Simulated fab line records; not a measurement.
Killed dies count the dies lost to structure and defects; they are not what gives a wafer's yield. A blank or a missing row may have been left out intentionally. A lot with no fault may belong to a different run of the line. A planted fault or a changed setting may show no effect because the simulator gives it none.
fab line records	flow sky130
[record] lots = 6	wafers = 18	lastDay = 50
route steps=708 shown METAL3@561 VIA3@573 PAD_OPEN@708
lots that met no fault: taken from a fault-free run of the same line
startH: hours from the record's opening day to when the first of the lot's shown wafers began	waitH: time in hours since the lot's previous step	" as in the row above	L1.1+2: several wafers, shown together as one row	- no value present, or no start provided	* or withheld: withheld	< > ~ a bound
route shown NAME@n: a module of which the file shows steps, and the number in the route of the first	usual: mean/standard deviation taken from wafers without a fault	same: alike in all rows	chamber/n: place in a boat	sites: the reading at each site	_std_site: how widely they spread, as a standard deviation	_edge_site: inner sites' mean taken away from outer sites' mean	radiusMm: how far each site lies from the wafer's centre	mask NAME#n: copy n	behind: tool/chamber where the wafer was last shaped	hold: the reason the lot was held/the length of the hold in hours/how it ended	device: which transistor (n, p or np) failed to switch	end of line: tests of these same wafers at the route's end	a step without rows: its recipe alone	killed: at the first sort, the dies lost to defects and structure; wafer yield is something else	map: shows each die of a wafer: x if killed, . if not, _ if none is there
set.NAME: the setting that was run; set.NAME@STEP: the one run at that earlier step	model.NAME: the simulator's own value behind a step, which no gauge read
lots seen at some steps along the route; tables by step, rows by wafer
services: when a tool's chamber went out of use (startH, in hours from the record's first day, below 0 if earlier), for how many hours, and the reason
[[steps]]
[step SKY_METAL3_PEB_11]
[recipe] pebTempC = withheld	pebTimeS = withheld	resist = KrF-thick
[step SKY_METAL3_DEVELOP_12]
[recipe] developTimeS = 60	resist = KrF-thick	devTempC = 21
[step SKY_METAL3_CD_MEAS_13]
[recipe] targetCdNm = 300
[usual] cdNm = 300.5/1.3
lot.wafer	tool	chamber	startH	waitH	cdNm
L721.3	cdSem-01	-	928.28	-	302.3
L721.5	"	-	"	"	300.6
L721.6	"	-	"	"	301.3
L723.1	cdSem-02	-	945.52	-	299.7
L723.4	"	-	"	"	299.2
L723.5	"	-	"	"	298.5
L728.2	cdSem-01	-	996.17	-	301.4
L728.4	"	-	"	"	301.7
L728.5	"	-	"	"	301.6
L730.1	cdSem-01	-	1001.69	-	299.0
L730.2	"	-	"	"	299.4
L730.5	"	-	"	"	300.6
L733.2	cdSem-02	-	1015.36	-	299.0
L733.4	"	-	"	"	299.5
L733.5	"	-	"	"	298.6
L737.3	cdSem-01	-	1036.41	-	299.7
L737.4	"	-	"	"	300.1
L737.5	"	-	"	"	299.6
[step SKY_METAL3_OVL_MEAS_14]
[usual] METAL3_OVL = 0/4.8
lot.wafer	tool	chamber	startH	waitH	METAL3_OVL[nm]
L721.3	overlay-01	-	928.37	0.1	0
L721.5	"	-	"	"	-5
L721.6	"	-	"	"	-6
L723.1	overlay-02	-	945.64	0.1	-2
L723.4	"	-	"	"	0
L723.5	"	-	"	"	4
L728.2	overlay-02	-	996.28	0.1	9
L728.4	"	-	"	"	1
L728.5	"	-	"	"	-2
L730.1	overlay-01	-	1001.81	0.1	6
L730.2	"	-	"	"	2
L730.5	"	-	"	"	3
L733.2	overlay-01	-	1015.47	0.1	0
L733.4	"	-	"	"	-5
L733.5	"	-	"	"	-7
L737.3	overlay-02	-	1036.51	0.1	2
L737.4	"	-	"	"	3
L737.5	"	-	"	"	-2
[step SKY_METAL3_DESCUM_15]
[recipe] chemistry = O2	sourcePowerW = 150	biasPowerW = 0	pressureMtorr = 10	tempC = 40	timeS = 8
[usual] drypumpMotorCurrentA = 5.9/0.31	oesProductAu = 0.986/0.016
lot.wafer	tool	chamber	startH	waitH	drypumpMotorCurrentA	oesProductAu	rfHoursCounterH
L721.3	rieMetal-04	0	928.41	0.0	5.6	0.982	-
L721.5	"	0	"	"	5.6	0.990	-
L721.6	"	1	"	"	6.6	0.989	-
L723.1	rieMetal-04	1	945.68	0.0	6.6	0.996	3
L723.4	"	1	"	"	6.6	0.999	-
L723.5	"	0	"	"	5.6	0.979	-
L728.2	rieMetal-02	1	996.31	0.0	5.7	0.963	3
L728.4	"	1	"	"	5.7	0.965	-
L728.5	"	1	"	"	5.7	0.959	-
L730.1	rieMetal-03	0	1001.85	0.0	6.0	0.978	7
L730.2	"	1	"	"	5.7	1.000	1
L730.5	"	0	"	"	6.0	0.987	-
L733.2	rieMetal-04	0	1015.50	0.0	5.6	0.987	11
L733.4	"	0	"	"	5.6	0.986	-
L733.5	"	1	"	"	6.5	0.999	-
L737.3	rieMetal-04	1	1036.54	0.0	6.5	1.001	-
L737.4	"	0	"	"	5.6	0.986	-
L737.5	"	1	"	"	6.5	1.000	-
[step SKY_METAL3_ETCH_16]
[recipe] chemistry = N2/H2	target = BARC	ionEnergyEv = 200	biasW = 100	pressureMtorr = 30	n2FlowSccm = 100	h2FlowSccm = 200	icpW = 500	stopOn = SiO2	timeS = 88.2	targetDepthA = 600
[step SKY_METAL3_ETCH_17]
[recipe] target = SiO2	stopOn = TiN	chemistry = C4F8/O2/Ar	sourceW = 1500	biasW = 1200	pressureMtorr = 40	c4f8FlowSccm = withheld	O2_flow_sccm = 6	Ar_flow_sccm = 300	timeS = 3.9	targetDepthA = 150
[usual] oesProductAu = 0.755/0.0078
lot.wafer	tool	chamber	startH	waitH	oesProductAu
L721.3	rieDiel-02	3	928.57	0.0	0.759
L721.5	"	3	"	"	0.773
L721.6	"	0	"	"	0.764
L723.1	rieDiel-01	3	945.81	0.1	0.759
L723.4	"	1	"	"	0.762
L723.5	"	3	"	"	0.748
L728.2	rieDiel-01	2	996.44	0.1	0.745
L728.4	"	3	"	"	0.746
L728.5	"	1	"	"	0.746
L730.1	rieDiel-04	3	1001.98	0.1	0.754
L730.2	"	1	"	"	0.748
L730.5	"	1	"	"	0.754
L733.2	rieDiel-01	2	1015.63	0.1	0.760
L733.4	"	1	"	"	0.756
L733.5	"	1	"	"	0.745
L737.3	rieDiel-02	2	1036.66	0.0	0.752
L737.4	"	0	"	"	0.766
L737.5	"	2	"	"	0.769
[step SKY_METAL3_METAL_ETCH_18]
[recipe] targetDepthA = 8450	stopOn = SiO2	overEtchFrac = 0.3	timeS = 183.1	chemistry = Cl2/BCl3	resistSidewallDeg = 88	pressureMtorr = 10	icpW = 900	biasW = 48.5	Cl2_flow_sccm = 60	bcl3FlowSccm = 30
[usual] drypumpMotorCurrentA = 6.0/0.31	oesProductAu = 0.868/0.0071	throttleValvePct = 22.265/0.0096
lot.wafer	tool	chamber	startH	waitH	drypumpMotorCurrentA	oesProductAu	rfHoursCounterH	throttleValvePct
L721.3	rieMetal-03	1	928.65	0.1	5.7	0.854	-	22.259
L721.5	"	1	"	"	5.7	0.868	-	22.279
L721.6	"	0	"	"	6.0	0.864	-	22.259
L723.1	rieMetal-03	1	945.83	0.0	5.7	0.870	19	22.255
L723.4	"	1	"	"	5.7	0.855	-	22.282
L723.5	"	0	"	"	6.0	0.875	-	22.251
L728.2	rieMetal-03	0	996.46	0.0	6.0	0.860	7	22.272
L728.4	"	1	"	"	5.7	0.870	-	22.274
L728.5	"	1	"	"	5.7	0.852	-	22.244
L730.1	rieMetal-04	1	1002.00	0.0	6.6	0.868	5	22.274
L730.2	"	0	"	"	5.6	0.869	10	22.268
L730.5	"	1	"	"	6.6	0.876	-	22.264
L733.2	rieMetal-02	1	1015.65	0.0	5.7	0.880	5	22.265
L733.4	"	0	"	"	6.0	0.884	-	22.279
L733.5	"	0	"	"	6.1	0.874	-	22.250
L737.3	rieMetal-03	1	1036.74	0.1	5.7	0.863	-	22.234
L737.4	"	0	"	"	6.0	0.865	-	22.264
L737.5	"	0	"	"	6.0	0.856	-	22.272
[step SKY_METAL3_STRIP_19]
[recipe] chemistry = O2/N2	powerW = 1400	pressureMtorr = 1500	platenTempC = withheld	o2FlowSccm = 3000	n2FlowSccm = 300	overashFraction = 0.5
[usual] drypumpMotorCurrentA = 5.7/0.39	n2FlowSccm = 300.0/0.91	oesProductAu = 0.507/0.0065	stripTimeToEndpointS = 6.66/0.12
lot.wafer	tool	chamber	startH	waitH	drypumpMotorCurrentA	n2FlowSccm	oesProductAu	rfHoursCounterH	stripTimeToEndpointS
L721.3	plasmaAsher-04	0	928.80	0.1	6.1	298.6	0.498	-	6.36
L721.5	"	0	"	"	6.1	299.2	0.495	-	6.34
L721.6	"	1	"	"	4.9	299.9	0.507	-	6.70
L723.1	plasmaAsher-03	0	946.01	0.1	6.1	298.5	0.497	51	6.33
L723.4	"	0	"	"	6.1	298.0	0.503	-	6.43
L723.5	"	0	"	"	6.1	298.7	0.508	-	6.68
L728.2	plasmaAsher-01	1	996.63	0.1	5.5	298.8	0.512	85	6.74
L728.4	"	1	"	"	5.4	299.4	0.514	-	6.67
L728.5	"	1	"	"	5.5	298.8	0.502	-	6.60
L730.1	plasmaAsher-03	1	1002.17	0.1	5.8	300.8	0.501	57	6.47
L730.2	"	0	"	"	6.1	299.7	0.509	57	6.62
L730.5	"	1	"	"	5.8	299.0	0.510	-	6.54
L733.2	plasmaAsher-01	1	1015.82	0.1	5.5	300.3	0.516	87	6.95
L733.4	"	1	"	"	5.5	298.1	0.507	-	6.58
L733.5	"	1	"	"	5.5	300.0	0.504	-	6.57
L737.3	plasmaAsher-01	0	1036.89	0.1	5.9	300.6	0.504	-	6.60
L737.4	"	1	"	"	5.4	299.8	0.508	-	6.72
L737.5	"	0	"	"	6.0	301.7	0.523	-	6.74
[step SKY_METAL3_STRIP_20]
[recipe] chemistry = postEtchResidueRemover	timeS = 1200	tempC = 72.5
[step SKY_METAL3_CLEAN_21]
[recipe] chemistry = IPA	timeS = 180	tempC = 25
[step SKY_METAL3_CLEAN_22]
[recipe] chemistry = O3/DIW	dry = n2Spin
[step SKY_VIA3_HDPCVD_00]
[recipe] material = SiO2	targetThkNm = 1635	sigmaOpenFrac = 0.3	timeS = 272.5	tempC = 400	sih4FlowSccm = 60	pressureMtorr = 6
[usual] sih4FlowSccm = 60.00/0.19
lot.wafer	tool	chamber	startH	waitH	sih4FlowSccm	model.SiO2_of_VIA3_HDPCVD_00.thkNm
L721.3	hdpcvd-01	2	929.40	0.0	60.04	1653
L721.5	"	0	"	"	60.23	1625
L721.6	"	2	"	"	60.04	1641
L723.1	hdpcvd-02	1	946.79	0.0	59.97	1631
L723.4	"	0	"	"	60.16	1619
L723.5	"	2	"	"	59.90	1663
L728.2	hdpcvd-01	1	997.28	0.0	48.17	1287
L728.4	"	0	"	"	48.04	1276
L728.5	"	2	"	"	47.93	1300
L730.1	hdpcvd-01	0	1002.84	0.0	48.17	1281
L730.2	"	2	"	"	47.91	1326
L730.5	"	0	"	"	48.20	1280
L733.2	hdpcvd-02	1	1016.46	0.0	60.21	1634
L733.4	"	0	"	"	59.76	1613
L733.5	"	1	"	"	60.02	1625
L737.3	hdpcvd-02	2	1037.45	0.0	59.64	1639
L737.4	"	1	"	"	60.18	1628
L737.5	"	2	"	"	59.57	1648
[step SKY_VIA3_THK_MEAS_01]
[recipe] reads = SiO2_of_VIA3_HDPCVD_00
[usual] VIA3_HDPCVD_THK = 1635/17
lot.wafer	tool	chamber	startH	waitH	hold	VIA3_HDPCVD_THK[nm]
L721.3	filmMetro-04	-	929.58	0.1	-	1653
L721.5	"	-	"	"	-	1625
L721.6	"	-	"	"	-	1640
L723.1	filmMetro-03	-	946.96	0.1	-	1631
L723.4	"	-	"	"	-	1617
L723.5	"	-	"	"	-	1664
L728.2	filmMetro-04	-	997.45	0.1	awaitDispo/0.2h/release	1288
L728.4	"	-	"	"	awaitDispo/0.2h/release	1276
L728.5	"	-	"	"	awaitDispo/0.2h/release	1300
L728.2	filmMetro-04	-	997.68	0.2	-	1286
L728.4	"	-	"	"	-	1277
L728.5	"	-	"	"	-	1300
L730.1	filmMetro-03	-	1003.01	0.1	awaitDispo/0.2h/release	1281
L730.2	"	-	"	"	awaitDispo/0.2h/release	1325
L730.5	"	-	"	"	awaitDispo/0.2h/release	1281
L730.1	filmMetro-03	-	1003.23	0.2	-	1281
L730.2	"	-	"	"	-	1326
L730.5	"	-	"	"	-	1279
L733.2	filmMetro-02	-	1016.63	0.1	-	1632
L733.4	"	-	"	"	-	1612
L733.5	"	-	"	"	-	1625
L737.3	filmMetro-04	-	1037.64	0.1	-	1639
L737.4	"	-	"	"	-	1628
L737.5	"	-	"	"	-	1647
[step SKY_VIA3_CMP_02]
[recipe] material = SiO2	downForcePsi = 4	platenRpm = 60	padVelocityMS = 0.94248
[usual] edgeZonePressureFrac = 1.000/0.0046	motorCurrentA = 11.9/1.1
lot.wafer	tool	chamber	startH	waitH	hold	edgeZonePressureFrac	motorCurrentA
L721.3	cmp-01	1	929.62	0.0	-	0.994	11.4
L721.6	"	1	"	"	-	0.995	11.1
L721.5	"	2	"	"	-	1.004	13.1
L723.1	cmp-01	1	947.02	0.1	-	1.001	11.7
L723.4	"	0	"	"	-	1.001	14.2
L723.5	"	1	"	"	-	1.002	10.9
L728.2	cmp-02	3	999.73	2.0	awaitDispo/1.7h/release	1.005	11.4
L728.4	"	2	"	"	awaitDispo/1.7h/release	0.998	11.8
L728.5	"	0	"	"	awaitDispo/1.7h/release	1.004	10.6
L730.1	cmp-02	2	1005.82	2.6	awaitDispo/2.5h/release	0.994	11.1
L730.2	"	0	"	"	awaitDispo/2.5h/release	1.001	10.4
L730.5	"	2	"	"	awaitDispo/2.5h/release	0.995	11.8
L733.4	cmp-02	1	1016.78	0.1	-	0.998	12.4
L733.2	"	2	"	"	-	1.000	10.7
L733.5	"	0	"	"	-	1.003	10.9
L737.3	cmp-01	1	1037.68	0.0	-	0.998	11.4
L737.4	"	2	"	"	-	1.005	12.6
L737.5	"	1	"	"	-	0.999	11.0
[step SKY_PAD_OPEN_PROBE_99]
[usual] defectLimitedYield = 82.0/1.9	killed_at_M0_to_M3 = 46/6.7	killed_at_M4_up = 3.3/2	killedAtContacts = 24/5.4	killedAtFrontEnd = 15/4.3	killedAtOther = 0.4/0.64	killedDies = 89/9.1	killedOpen = 48/7.2	killedShort = 40/6.3	sort_bin_3_pad_short = 0.9/0.42	sort_bin_5_function = 10.8/1.5	sort_bin_6_memory = 6.4/1.1	sortNPass = 403/9.1	sortYieldPct = 82.0/1.9
[same] grossDies = 492	killedAtBackSide = 0	sort_bin_4_leakage[%] = 0	sort_bin_8_speed[%] = 0
lot.wafer	tool	chamber	startH	waitH	defectLimitedYield[%]	killed_at_M0_to_M3	killed_at_M4_up	killedAtContacts	killedAtFrontEnd	killedAtOther	killedDies	killedOpen	killedShort	sort_bin_3_pad_short[%]	sort_bin_5_function[%]	sort_bin_6_memory[%]	sortNPass	sortYieldPct[%]
L721.3	prober-01	-	1100.14	0.2	83.9	37	6	21	13	2	79	42	34	0.6	10.4	5.1	413	83.9
L721.5	prober-01	-	1100.24	0.2	81.5	39	3	29	19	1	91	49	41	1.0	10.8	6.7	401	81.5
L721.6	prober-01	-	1100.29	0.2	84.1	38	1	18	21	0	78	43	34	1.0	7.9	6.9	414	84.1
L723.1	prober-02	-	1113.09	0.1	79.1	59	3	28	12	1	103	60	43	0.8	13.8	6.3	389	79.1
L723.4	prober-02	-	1113.24	0.2	80.9	39	3	33	19	0	94	56	38	0.4	13.0	5.7	398	80.9
L723.5	prober-02	-	1113.29	0.2	82.7	46	5	26	7	1	85	45	40	1.2	9.6	6.5	407	82.7
L733.2	prober-02	-	1170.02	0.1	84.6	44	1	15	16	0	76	46	29	0.8	7.9	6.7	416	84.6
L733.4	prober-02	-	1170.12	0.2	83.5	47	1	18	15	0	81	54	27	0.6	11.2	4.7	411	83.5
L733.5	prober-02	-	1170.17	0.2	83.7	37	3	23	17	0	80	39	41	1.0	7.1	8.1	412	83.7
L737.3	prober-01	-	1188.89	0.2	83.9	43	0	25	11	0	79	45	34	0.8	10.8	4.5	413	83.9
L737.4	prober-01	-	1188.94	0.2	80.7	51	4	24	16	0	95	43	52	0.8	12.4	6.1	397	80.7
L737.5	prober-01	-	1188.99	0.2	81.9	47	4	22	16	0	89	51	37	1.4	10.4	6.3	403	81.9
// killed by level:class
L721.3 FIELD_ISO:geometricParticle:open=7 LI_CONTACT:geometricParticle:open=7 VIA1:geometricParticle:open=7 VIA3:geometricParticle:open=7 CONTACT:geometricParticle:open=6 VIA1:geometricParticle:short=5 METAL4:geometricParticle:short=5 CONTACT:geometricParticle:short=4
L721.5 VIA1:geometricParticle:open=10 LOCAL_INTERCONNECT:geometricParticle:short=8 LI_CONTACT:geometricParticle:open=7 CONTACT:geometricParticle:open=7 FIELD_ISO:geometricParticle:open=6 VIA2:geometricParticle:short=6 VIA2:geometricParticle:open=6 POLY_GATE:geometricParticle:open=5
L721.6 POLY_GATE:geometricParticle:open=11 METAL2:geometricParticle:short=10 CONTACT:geometricParticle:open=9 VIA3:geometricParticle:open=6 VIA1:geometricParticle:open=5 VIA2:geometricParticle:open=5 METAL3:geometricParticle:short=5 FIELD_ISO:geometricParticle:open=4
L723.1 VIA1:geometricParticle:open=17 VIA3:geometricParticle:open=11 LI_CONTACT:geometricParticle:open=10 CONTACT:geometricParticle:open=7 VIA1:geometricParticle:short=7 LOCAL_INTERCONNECT:geometricParticle:short=6 METAL2:geometricParticle:short=5 METAL1:geometricParticle:short=4
L723.4 LI_CONTACT:geometricParticle:open=11 VIA1:geometricParticle:open=10 CONTACT:geometricParticle:open=9 VIA3:geometricParticle:open=8 FIELD_ISO:geometricParticle:open=7 FIELD_ISO:geometricParticle:short=5 LOCAL_INTERCONNECT:geometricParticle:short=5 VIA1:geometricParticle:short=5
L723.5 CONTACT:geometricParticle:open=11 VIA1:geometricParticle:open=10 VIA3:geometricParticle:open=9 VIA1:geometricParticle:short=7 LI_CONTACT:geometricParticle:open=6 METAL1:geometricParticle:short=5 METAL2:geometricParticle:short=5 LOCAL_INTERCONNECT:geometricParticle:short=4
L733.2 VIA3:geometricParticle:open=15 CONTACT:geometricParticle:open=7 VIA1:geometricParticle:open=5 METAL1:geometricParticle:short=5 VIA2:geometricParticle:open=5 LI_CONTACT:geometricParticle:open=4 VIA1:geometricParticle:short=4 FIELD_ISO:geometricParticle:short=3
L733.4 VIA2:geometricParticle:open=12 VIA1:geometricParticle:open=12 CONTACT:geometricParticle:open=8 METAL1:geometricParticle:short=5 VIA3:geometricParticle:open=5 METAL2:geometricParticle:short=4 POLY_GATE:geometricParticle:open=3 LOCAL_INTERCONNECT:geometricParticle:short=3
L733.5 CONTACT:geometricParticle:open=13 METAL2:geometricParticle:short=9 METAL1:geometricParticle:short=8 FIELD_ISO:geometricParticle:open=6 VIA1:geometricParticle:open=5 LI_CONTACT:geometricParticle:open=4 VIA2:geometricParticle:open=4 VIA3:geometricParticle:open=4
L737.3 VIA1:geometricParticle:open=12 LI_CONTACT:geometricParticle:open=9 CONTACT:geometricParticle:open=7 VIA1:geometricParticle:short=7 VIA3:geometricParticle:open=7 METAL1:geometricParticle:short=5 FIELD_ISO:geometricParticle:short=4 VIA2:geometricParticle:short=4
L737.4 VIA1:geometricParticle:open=12 CONTACT:geometricParticle:open=9 VIA2:geometricParticle:short=7 FIELD_ISO:geometricParticle:short=6 LOCAL_INTERCONNECT:geometricParticle:short=6 METAL2:geometricParticle:short=6 VIA2:geometricParticle:open=6 VIA1:geometricParticle:short=6
L737.5 VIA1:geometricParticle:open=12 VIA2:geometricParticle:open=9 CONTACT:geometricParticle:open=8 LOCAL_INTERCONNECT:geometricParticle:short=6 METAL2:geometricParticle:short=5 LI_CONTACT:geometricParticle:open=4 VIA1:geometricParticle:short=4 METAL3:geometricParticle:short=4
[[services]]
tool	chamber	startH	hours	kind
cmp-01	-	919.72	4.0	pm
plasmaAsher-03	-	920.68	1.0	repair
hdpcvd-02	-	922.62	1.3	repair
rieDiel-04	2	927.78	2.6	repair
plasmaAsher-01	-	931.62	1.1	repair
rieDiel-04	-	936.95	0.4	repair
cmp-01	-	941.70	0.7	repair
rieMetal-04	0	946.43	21.8	repair
hdpcvd-02	2	949.02	4.4	repair
hdpcvd-01	-	950.25	15.0	pm
cmp-01	-	952.95	6.3	pm
rieMetal-03	1	961.53	-	clean
rieMetal-03	1	961.53	27.6	scheduledDown
rieMetal-03	1	961.53	27.6	ventCycle
hdpcvd-02	-	965.25	6.0	pm
cmp-01	-	968.12	1.2	repair
hdpcvd-02	0	975.30	4.6	repair
plasmaAsher-04	-	975.90	1.7	repair
rieDiel-04	-	983.11	0.5	repair
rieMetal-04	-	985.59	14.6	pm
rieDiel-04	0	990.20	7.2	repair
plasmaAsher-04	-	991.81	4.0	repair
cmp-01	-	998.62	28.9	repair
plasmaAsher-04	-	1029.24	0.6	repair
[[key]]
[firstSign] step = SKY_VIA3_HDPCVD_00	reading = sih4FlowSccm	direction = down	sigmas = 63	usual = 60.00	struck = 48.07
[effect] step = SKY_VIA3_THK_MEAS_01	reading = visit	direction = added
[effect] step = SKY_VIA3_THK_MEAS_01	reading = VIA3_HDPCVD_THK	direction = down	sigmas = 20	usual = 1635	struck = 1292
[modelEffect] step = SKY_VIA3_HDPCVD_00	value = SiO2_of_VIA3_HDPCVD_00.thkNm	without = 1619	struck = 1292
metAt SKY_VIA3_HDPCVD_00
struckWafers L728.2,L728.4,L728.5,L730.1,L730.2,L730.5
onsetBetween 929.40 997.28
[fault] kind = processParameterDrift	tool = hdpcvd-01	chamber = -	onsetH = 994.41	steps = SKY_VIA3_HDPCVD_00	channel = sih4FlowSccm	offset = -12	shape = step	endH = 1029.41	actsIn = theseRecipesOnly	stated = 60
